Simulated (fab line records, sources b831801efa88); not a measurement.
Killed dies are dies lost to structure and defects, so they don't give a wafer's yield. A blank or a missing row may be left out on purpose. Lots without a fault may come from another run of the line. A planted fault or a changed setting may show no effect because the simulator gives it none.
Which tool did it? | flow sky130 | 15 lots, 45 wafers sampled, at 3 steps of a route of 708

WHAT THE GAUGES READ, wafer by wafer
SKY_SONOS_ONO_CD_MEAS_13: target cd 410 nm. Usual: cd_nm 410.0 nm, standard deviation 2.8.
lot  | measured     | on        | cd_nm (nm)        | flag
L730 | day 12 20:42 | cd_sem-01 | 412.0 413.1 409.2 |
L732 | day 13 10:14 | cd_sem-01 | 411.4 410.9 411.7 |
L736 | day 14 16:38 | cd_sem-02 | 412.0 411.0 408.2 |
L739 | day 16 02:43 | cd_sem-02 | 407.8 408.0 407.7 |
L740 | day 16 05:22 | cd_sem-01 | 409.9 409.6 410.2 |
L741 | day 16 10:57 | cd_sem-01 | 406.0 407.5 410.1 |
L744 | day 17 10:24 | cd_sem-02 | 406.2 406.5 408.5 |
L745 | day 17 17:39 | cd_sem-01 | 411.2 408.9 409.1 |
L747 | day 18 19:02 | cd_sem-02 | 411.2 409.1 411.9 |
L748 | day 18 20:52 | cd_sem-02 | 412.6 414.1 413.8 |
L749 | day 19 10:39 | cd_sem-01 | 406.6 408.0 406.6 |
L750 | day 19 12:29 | cd_sem-01 | 404.6 405.5 405.8 |
L751 | day 19 23:11 | cd_sem-01 | 413.1 415.4 413.7 |
L752 | day 20 10:59 | cd_sem-02 | 405.0 404.0 404.2 |
L753 | day 20 16:33 | cd_sem-01 | 411.5 413.8 412.3 |

SKY_POLY_GATE_CD_MEAS_22. Usual: cd_nm 150.0 nm, standard deviation 2.3.
lot  | measured     | on        | cd_nm (nm)        | flag
L730 | day 16 16:46 | cd_sem-02 | 149.1 152.8 148.5 |
L732 | day 17 05:32 | cd_sem-01 | 153.2 154.9 151.9 |
L736 | day 18 18:42 | cd_sem-01 | 150.9 157.8 152.5 |
L739 | day 20 05:48 | cd_sem-01 | 149.0 148.4 149.7 |
L740 | day 20 10:17 | cd_sem-02 | 149.6 144.8 149.2 |
L741 | day 20 16:20 | cd_sem-02 | 147.4 146.4 148.0 |
L744 | day 21 19:52 | cd_sem-02 | 151.1 150.5 147.7 |
L745 | day 22 02:28 | cd_sem-02 | 149.1 150.5 148.6 |
L747 | day 23 08:29 | cd_sem-02 | 152.6 151.7 150.4 |
L748 | day 23 06:08 | cd_sem-02 | 149.2 147.6 150.6 |
L749 | day 23 15:14 | cd_sem-01 | 149.8 150.3 152.5 |
L750 | day 23 17:24 | cd_sem-02 | 147.0 149.6 149.2 |
L751 | day 24 04:07 | cd_sem-01 | 152.6 154.0 150.9 |
L752 | day 24 17:06 | cd_sem-02 | 148.6 153.3 148.8 |
L753 | day 24 21:43 | cd_sem-01 | 149.8 150.6 149.4 |

WHICH TOOL RAN EACH LOT (tool, then ch and the chambers of the sampled wafers, then the start)
lot  | SKY_POLY_GATE_ETCH_15
L730 | rie_diel-01 ch 0,1,3, day 16 14:02
L732 | rie_diel-02 ch 0,2,3, day 17 03:01
L736 | rie_diel-03 ch 0,1,3, day 18 13:15
L739 | rie_diel-03 ch 1,2,3, day 20 04:03
L740 | rie_diel-03 ch 0,1,3, day 20 08:33
L741 | rie_diel-02 ch 2,3, day 20 14:38
L744 | rie_diel-03 ch 1,2, day 21 18:08
L745 | rie_diel-02 ch 2,3, day 21 23:42
L747 | rie_diel-02 ch 0,2,3, day 23 05:23
L748 | rie_diel-01 ch 1,2,3, day 23 04:24
L749 | rie_diel-03 ch 0,3, day 23 13:26
L750 | rie_diel-01 ch 0,2,3, day 23 15:42
L751 | rie_diel-03 ch 0,2, day 24 02:25
L752 | rie_diel-02 ch 1,2, day 24 13:37
L753 | rie_diel-02 ch 1,2, day 24 19:59
- SKY_POLY_GATE_ETCH_15: etches BARC in N2/H2, stops on SiO2, time 118.5 s, target depth 110 nm.

WHAT THE TOOLS THEMSELVES READ (means of the sampled wafers that have a number; where no wafer has one, the mark that the record gives instead)
SKY_POLY_GATE_ETCH_15. Usual: drypump_motor_current_A 5.7 A, standard deviation 0.42; oes_product_au 0.716 a.u., standard deviation 0.0046; throttle_valve_pct 13.211 %, standard deviation 0.01.
lot  | tool        | drypump_motor_current_A (A) | oes_product_au (a.u.) | throttle_valve_pct (%) | flag
L730 | rie_diel-01 | 5.4                         | 0.716                 | 13.212                 |
L732 | rie_diel-02 | 6.0                         | 0.719                 | 13.210                 |
L736 | rie_diel-03 | 5.4                         | 0.715                 | 13.206                 |
L739 | rie_diel-03 | 5.5                         | 0.718                 | 13.210                 |
L740 | rie_diel-03 | 5.4                         | 0.714                 | 13.223                 |
L741 | rie_diel-02 | 6.1                         | 0.714                 | 13.215                 |
L744 | rie_diel-03 | 5.6                         | 0.716                 | 13.216                 |
L745 | rie_diel-02 | 6.2                         | 0.719                 | 13.219                 |
L747 | rie_diel-02 | 6.0                         | 0.713                 | 13.202                 |
L748 | rie_diel-01 | 5.5                         | 0.722                 | 13.211                 |
L749 | rie_diel-03 | 5.6                         | 0.713                 | 13.204                 |
L750 | rie_diel-01 | 5.1                         | 0.720                 | 13.213                 |
L751 | rie_diel-03 | 5.7                         | 0.718                 | 13.200                 |
L752 | rie_diel-02 | 6.1                         | 0.716                 | 13.219                 |
L753 | rie_diel-02 | 6.0                         | 0.714                 | 13.216                 |

THE ANSWER, worked out from the rows above alone
Rule: a lot is off if the mean of its wafers that have a number lies more than 3 standard deviations from the usual mean. A lot without any number at a reading at which 4 lots or more have one is off too. The other lots that the step has rows for count as sound. The gauges are gone through in route order, then the tools' own readings, and for those a lot's mean is taken as printed above. The first step at which some lot is off is used, and at that step the reading that is off furthest; a lot without a number counts as furthest.
No lot is off at any reading shown: from this, nothing can be told.

WHAT THE SIMULATOR HAD PUT IN
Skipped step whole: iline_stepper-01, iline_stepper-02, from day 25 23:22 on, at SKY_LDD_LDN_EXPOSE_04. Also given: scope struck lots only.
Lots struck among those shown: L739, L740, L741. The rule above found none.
